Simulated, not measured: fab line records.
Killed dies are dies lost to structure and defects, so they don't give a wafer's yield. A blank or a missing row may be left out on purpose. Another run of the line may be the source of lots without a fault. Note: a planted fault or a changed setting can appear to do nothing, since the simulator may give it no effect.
Which tool is to blame? -- flow sky130 -- 12 lots, 33 wafers sampled, at 2 steps of a route of 708

WHAT THE GAUGES SHOWED, per wafer
SKY_VIA2_BOW_MEAS_03.
lot,measured,on,VIA2_BOW (um)
L508,day 35 05:35,film-metro-04,70 93 81
L509,day 35 12:49,film-metro-01,92 83 96
L511,day 36 04:46,film-metro-04,103 83 89
L518,day 38 12:44,film-metro-03,84 92
L520,day 39 05:35,film-metro-01,79 79
L521,day 39 14:12,film-metro-04,84 87 82
L522,day 39 21:15,film-metro-04,81 87
L526,day 40 21:19,film-metro-01,91 80 85
L527,day 41 04:42,film-metro-01,91 74 80
L531,day 42 06:54,film-metro-04,76 75 97
L529,day 42 09:46,film-metro-01,93 72 82
L530,day 42 10:04,film-metro-04,86 84 74

WHICH TOOL RAN EACH LOT (tool, then ch and the chambers of the sampled wafers, then the start)
lot,SKY_VIA2_CMP_02
L508,"cmp-02 ch 0,1,3, day 35 05:20"
L509,"cmp-02 ch 0,1,3, day 35 12:32"
L511,"cmp-02 ch 0,2, day 36 04:26"
L518,"cmp-01 ch 0,3, day 38 12:24"
L520,"cmp-01 ch 1,2, day 39 05:17"
L521,"cmp-01 ch 0,1,3, day 39 13:53"
L522,"cmp-01 ch 0,2, day 39 20:56"
L526,"cmp-02 ch 0,3, day 40 21:04"
L527,"cmp-02 ch 2,3, day 41 04:24"
L531,"cmp-01 ch 0,1, day 42 06:39"
L529,"cmp-01 ch 1,2,3, day 42 09:31"
L530,"cmp-01 ch 1,2,3, day 42 09:46"
- SKY_VIA2_CMP_02: polishes SiO2.

WHAT THE TOOLS THEMSELVES READ (means of the sampled wafers that have a number; where no wafer has one, the mark that the record gives instead)
SKY_VIA2_CMP_02.
lot,tool,motor-current-A (A)
L508,cmp-02,12.6
L509,cmp-02,12.8
L511,cmp-02,12.4
L518,cmp-01,12.3
L520,cmp-01,12.2
L521,cmp-01,12.0
L522,cmp-01,12.4
L526,cmp-02,11.4
L527,cmp-02,11.1
L531,cmp-01,12.0
L529,cmp-01,12.3
L530,cmp-01,12.3

THE ANSWER, worked out from the rows above alone
Rule: what is usual is taken from the lots themselves. The widest of any qualifying gaps counts: lots, ordered by their means at a reading, are off when they make up no more than a third of the lots, leave a main group of 4 or more, and stand apart from it by 3 or more times the standard deviation of that group's means. A main group is skipped when, at the precision printed for the reading in the tables above, its means are all equal. A lot without any number at a reading at which 4 lots or more have one is off too. Where the step has rows for the other lots, those lots are counted as sound. Order of review: gauges by route order, followed by the tools' own readings, for which a lot's mean as printed above is used. At the first step where some lot is off, the reading lying furthest off is the one used; lots without a number count as furthest.
No lot is off at any reading shown: from this, nothing can be told.

WHAT THE SIMULATOR HAD INSERTED
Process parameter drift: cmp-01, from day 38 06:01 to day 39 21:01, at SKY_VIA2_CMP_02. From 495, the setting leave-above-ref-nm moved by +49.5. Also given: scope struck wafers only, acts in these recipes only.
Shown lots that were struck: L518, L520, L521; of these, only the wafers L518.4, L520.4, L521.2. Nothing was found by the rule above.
